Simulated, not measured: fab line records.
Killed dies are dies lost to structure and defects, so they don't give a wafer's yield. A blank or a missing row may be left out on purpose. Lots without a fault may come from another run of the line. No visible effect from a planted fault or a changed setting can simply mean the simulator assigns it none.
What tool caused it? :: flow sky130 :: Sampling: 12 lots, 36 wafers, 5 of 708 route steps

## WHAT EACH GAUGE READ, for each wafer
SKY_POLY_GATE_CD_MEAS_22. Usual: cd nm reads 149.5 nm (standard deviation 2.2).
lot: L601
measured: day 17 05:32
on: cd sem-01
cd nm (nm): 148.2 148.6 150.4
flag: 

lot: L602
measured: day 17 16:37
on: cd sem-02
cd nm (nm): 149.3 147.5 147.2
flag: 

lot: L605
measured: day 18 11:26
on: cd sem-02
cd nm (nm): 149.9 149.1 149.6
flag: 

lot: L607
measured: day 19 00:17
on: cd sem-01
cd nm (nm): 147.5 148.7 147.8
flag: 

lot: L609
measured: day 19 13:56
on: cd sem-02
cd nm (nm): 145.2 147.1 142.4
flag: 

lot: L611
measured: day 20 09:17
on: cd sem-02
cd nm (nm): 149.6 150.0 150.5
flag: 

lot: L614
measured: day 21 10:17
on: cd sem-02
cd nm (nm): 148.7 146.3 149.4
flag: 

lot: L615
measured: day 21 17:28
on: cd sem-01
cd nm (nm): 148.0 147.1 147.9
flag: 

lot: L620
measured: day 23 17:11
on: cd sem-01
cd nm (nm): 145.2 145.3 150.9
flag: 

lot: L621
measured: day 24 03:28
on: cd sem-01
cd nm (nm): 149.7 146.9 151.3
flag: 

lot: L622
measured: day 24 08:55
on: cd sem-01
cd nm (nm): 153.1 153.8 148.6
flag: 

lot: L623
measured: day 24 17:15
on: cd sem-01
cd nm (nm): 151.2 149.5 150.7
flag: 

SKY_LDD_P_TW_MEAS_11. Usual: LDD_P_TW 638, standard deviation 6.7.
lot: L601
measured: day 19 20:19
on: film metro-02
LDD_P_TW: 632 629 631
flag: 

lot: L602
measured: day 20 07:25
on: film metro-02
LDD_P_TW: 628 630 627
flag: 

lot: L605
measured: day 21 02:36
on: film metro-04
LDD_P_TW: 644 642 641
flag: 

lot: L607
measured: day 21 14:58
on: film metro-04
LDD_P_TW: 643 638 642
flag: 

lot: L609
measured: day 22 05:20
on: film metro-04
LDD_P_TW: 641 641 642
flag: 

lot: L611
measured: day 23 01:05
on: film metro-04
LDD_P_TW: 636 639 638
flag: 

lot: L614
measured: day 24 03:28
on: film metro-04
LDD_P_TW: 645 640 643
flag: 

lot: L615
measured: day 24 08:02
on: film metro-02
LDD_P_TW: 626 627 629
flag: 

lot: L620
measured: day 26 06:04
on: film metro-04
LDD_P_TW: 639 639 642
flag: 

lot: L621
measured: day 26 14:36
on: film metro-04
LDD_P_TW: 638 640 639
flag: 

lot: L622
measured: day 26 20:29
on: film metro-02
LDD_P_TW: 641 636 638
flag: 

lot: L623
measured: day 27 04:41
on: film metro-01
LDD_P_TW: 644 645 642
flag: 

SKY_LDD_HVP_TW_MEAS_10. Usual: LDD_HVP_TW 460, standard deviation 4.
lot: L601
measured: day 22 10:38
on: film metro-04
LDD_HVP_TW: 459 460 459
flag: 

lot: L602
measured: day 22 20:50
on: film metro-03
LDD_HVP_TW: 456 458 455
flag: 

lot: L605
measured: day 23 16:16
on: film metro-04
LDD_HVP_TW: 458 457 459
flag: 

lot: L607
measured: day 24 04:44
on: film metro-01
LDD_HVP_TW: 463 462 463
flag: 

lot: L609
measured: day 24 17:31
on: film metro-01
LDD_HVP_TW: 463 463 460
flag: 

lot: L611
measured: day 25 12:47
on: film metro-04
LDD_HVP_TW: 482 482 481 479 482 481
flag: OFF

lot: L614
measured: day 26 13:25
on: film metro-04
LDD_HVP_TW: 482 480 482 481 483 481
flag: OFF

lot: L615
measured: day 26 18:08
on: film metro-01
LDD_HVP_TW: 484 482 483 483 483 485
flag: OFF

lot: L620
measured: day 28 16:10
on: film metro-04
LDD_HVP_TW: 464 458 460
flag: 

lot: L621
measured: day 28 23:58
on: film metro-04
LDD_HVP_TW: 459 461 459
flag: 

lot: L622
measured: day 29 04:58
on: film metro-01
LDD_HVP_TW: 464 462 464
flag: 

lot: L623
measured: day 29 13:13
on: film metro-03
LDD_HVP_TW: 450 450 450
flag: 

## EACH LOT AND THE TOOL THAT RAN IT (in order: tool; ch and the chambers of the sampled wafers; start)
lot: L601
SKY_POLY_GATE_STRIP_18: plasma asher-02 ch 0,1, day 17 03:04
SKY_LDD_HVP_IMPLANT_08: implanter-04 ch 0, day 22 10:26

lot: L602
SKY_POLY_GATE_STRIP_18: plasma asher-04 ch 0,1, day 17 14:10
SKY_LDD_HVP_IMPLANT_08: implanter-01 ch 0, day 22 20:37

lot: L605
SKY_POLY_GATE_STRIP_18: plasma asher-03 ch 0,1, day 18 08:43
SKY_LDD_HVP_IMPLANT_08: implanter-01 ch 0, day 23 16:01

lot: L607
SKY_POLY_GATE_STRIP_18: plasma asher-02 ch 0,1, day 18 21:46
SKY_LDD_HVP_IMPLANT_08: implanter-04 ch 0, day 24 04:30

lot: L609
SKY_POLY_GATE_STRIP_18: plasma asher-04 ch 0,1, day 19 10:25
SKY_LDD_HVP_IMPLANT_08: implanter-01 ch 0, day 24 17:17

lot: L611
SKY_POLY_GATE_STRIP_18: plasma asher-04 ch 0,1, day 20 07:30
SKY_LDD_HVP_IMPLANT_08: implanter-01 ch 0, day 25 12:34

lot: L614
SKY_POLY_GATE_STRIP_18: plasma asher-04 ch 0,1, day 21 08:48
SKY_LDD_HVP_IMPLANT_08: implanter-01 ch 0, day 26 13:12

lot: L615
SKY_POLY_GATE_STRIP_18: plasma asher-02 ch 0,1, day 21 15:59
SKY_LDD_HVP_IMPLANT_08: implanter-01 ch 0, day 26 17:54

lot: L620
SKY_POLY_GATE_STRIP_18: plasma asher-03 ch 0,1, day 23 14:53
SKY_LDD_HVP_IMPLANT_08: implanter-03 ch 0, day 28 15:55

lot: L621
SKY_POLY_GATE_STRIP_18: plasma asher-03 ch 0,1, day 24 01:07
SKY_LDD_HVP_IMPLANT_08: implanter-04 ch 0, day 28 23:43

lot: L622
SKY_POLY_GATE_STRIP_18: plasma asher-04 ch 0,1, day 24 05:59
SKY_LDD_HVP_IMPLANT_08: implanter-01 ch 0, day 29 04:43

lot: L623
SKY_POLY_GATE_STRIP_18: plasma asher-04 ch 0, day 24 14:52
SKY_LDD_HVP_IMPLANT_08: implanter-04 ch 0, day 29 12:59
- SKY_POLY_GATE_STRIP_18: strips in O2/N2.
- SKY_LDD_HVP_IMPLANT_08

## WHAT THE TOOLS THEMSELVES READ (means of the sampled wafers that have a number; where no wafer has one, the mark that the record gives instead)
SKY_POLY_GATE_STRIP_18. Usual: drypump motor current A 5.56 A, standard deviation 0.13; oes product au 0.362 a.u., standard deviation 0.0042; strip time to endpoint s 3.19 s, standard deviation 0.031.
lot: L601
tool: plasma asher-02
drypump motor current A (A): 5.53
oes product au (a.u.): 0.365
strip time to endpoint s (s): 3.24
flag: 

lot: L602
tool: plasma asher-04
drypump motor current A (A): 5.60
oes product au (a.u.): 0.358
strip time to endpoint s (s): 3.14
flag: 

lot: L605
tool: plasma asher-03
drypump motor current A (A): 5.66
oes product au (a.u.): 0.361
strip time to endpoint s (s): 3.17
flag: 

lot: L607
tool: plasma asher-02
drypump motor current A (A): 5.50
oes product au (a.u.): 0.359
strip time to endpoint s (s): 3.15
flag: 

lot: L609
tool: plasma asher-04
drypump motor current A (A): 5.57
oes product au (a.u.): 0.365
strip time to endpoint s (s): 3.18
flag: 

lot: L611
tool: plasma asher-04
drypump motor current A (A): 5.51
oes product au (a.u.): 0.364
strip time to endpoint s (s): 3.19
flag: 

lot: L614
tool: plasma asher-04
drypump motor current A (A): 5.51
oes product au (a.u.): 0.360
strip time to endpoint s (s): 3.20
flag: 

lot: L615
tool: plasma asher-02
drypump motor current A (A): 5.44
oes product au (a.u.): 0.362
strip time to endpoint s (s): 3.21
flag: 

lot: L620
tool: plasma asher-03
drypump motor current A (A): 5.67
oes product au (a.u.): 0.362
strip time to endpoint s (s): 3.20
flag: 

lot: L621
tool: plasma asher-03
drypump motor current A (A): 5.67
oes product au (a.u.): 0.362
strip time to endpoint s (s): 3.18
flag: 

lot: L622
tool: plasma asher-04
drypump motor current A (A): 5.51
oes product au (a.u.): 0.362
strip time to endpoint s (s): 3.20
flag: 

lot: L623
tool: plasma asher-04
drypump motor current A (A): 5.68
oes product au (a.u.): 0.363
strip time to endpoint s (s): 3.16
flag: 

SKY_LDD_HVP_IMPLANT_08. Usual: beam energy keV 19.999, standard deviation 0.0063; beam on s 10.02 s, standard deviation 0.23; tilt deg 17.898 degrees, standard deviation 0.02.
lot: L601
tool: implanter-04
beam energy keV: 19.997
beam on s (s): 9.78
tilt deg (degrees): 17.924
flag: 

lot: L602
tool: implanter-01
beam energy keV: 20.000
beam on s (s): 10.12
tilt deg (degrees): 17.900
flag: 

lot: L605
tool: implanter-01
beam energy keV: 20.010
beam on s (s): 9.92
tilt deg (degrees): 17.904
flag: 

lot: L607
tool: implanter-04
beam energy keV: 19.992
beam on s (s): 9.98
tilt deg (degrees): 17.900
flag: 

lot: L609
tool: implanter-01
beam energy keV: 20.003
beam on s (s): 9.98
tilt deg (degrees): 17.883
flag: 

lot: L611
tool: implanter-01
beam energy keV: 24.959
beam on s (s): 10.00
tilt deg (degrees): 17.891
flag: OFF

lot: L614
tool: implanter-01
beam energy keV: 24.957
beam on s (s): 9.97
tilt deg (degrees): 17.910
flag: OFF

lot: L615
tool: implanter-01
beam energy keV: 24.961
beam on s (s): 10.15
tilt deg (degrees): 17.929
flag: OFF

lot: L620
tool: implanter-03
beam energy keV: 20.000
beam on s (s): 10.16
tilt deg (degrees): 17.891
flag: 

lot: L621
tool: implanter-04
beam energy keV: 20.012
beam on s (s): 9.90
tilt deg (degrees): 17.889
flag: 

lot: L622
tool: implanter-01
beam energy keV: 19.997
beam on s (s): 10.12
tilt deg (degrees): 17.911
flag: 

lot: L623
tool: implanter-04
beam energy keV: 19.997
beam on s (s): 10.09
tilt deg (degrees): 17.910
flag: 

## THE ANSWER, worked out from the rows above alone
Rule: take the mean of a lot's wafers that have a number; if it is more than 3 standard deviations from the usual mean, the lot is off. A lot without any number at a reading at which 4 lots or more have one is off too. Where the step has rows for the other lots, those lots are counted as sound. After the gauges, taken in route order, come the tools' own readings; for these a lot's mean is taken, as printed above. At the first step where some lot is off, the reading lying furthest off is the one used; lots without a number count as furthest.
Off: L611, L614, L615, seen at SKY_LDD_HVP_TW_MEAS_10 (LDD_HVP_TW).
A tool fits if, at a process step before that reading, it ran every lot that is off, and no sound lot after the first of them. Not tried: the gauges at SKY_LDD_HVP_TW_MEAS_10; whatever is off there is also off at SKY_LDD_HVP_IMPLANT_08, on other tools, and gauge error can't account for it. Of those tried, none fits.

## WHAT THE SIMULATOR HAD INSERTED
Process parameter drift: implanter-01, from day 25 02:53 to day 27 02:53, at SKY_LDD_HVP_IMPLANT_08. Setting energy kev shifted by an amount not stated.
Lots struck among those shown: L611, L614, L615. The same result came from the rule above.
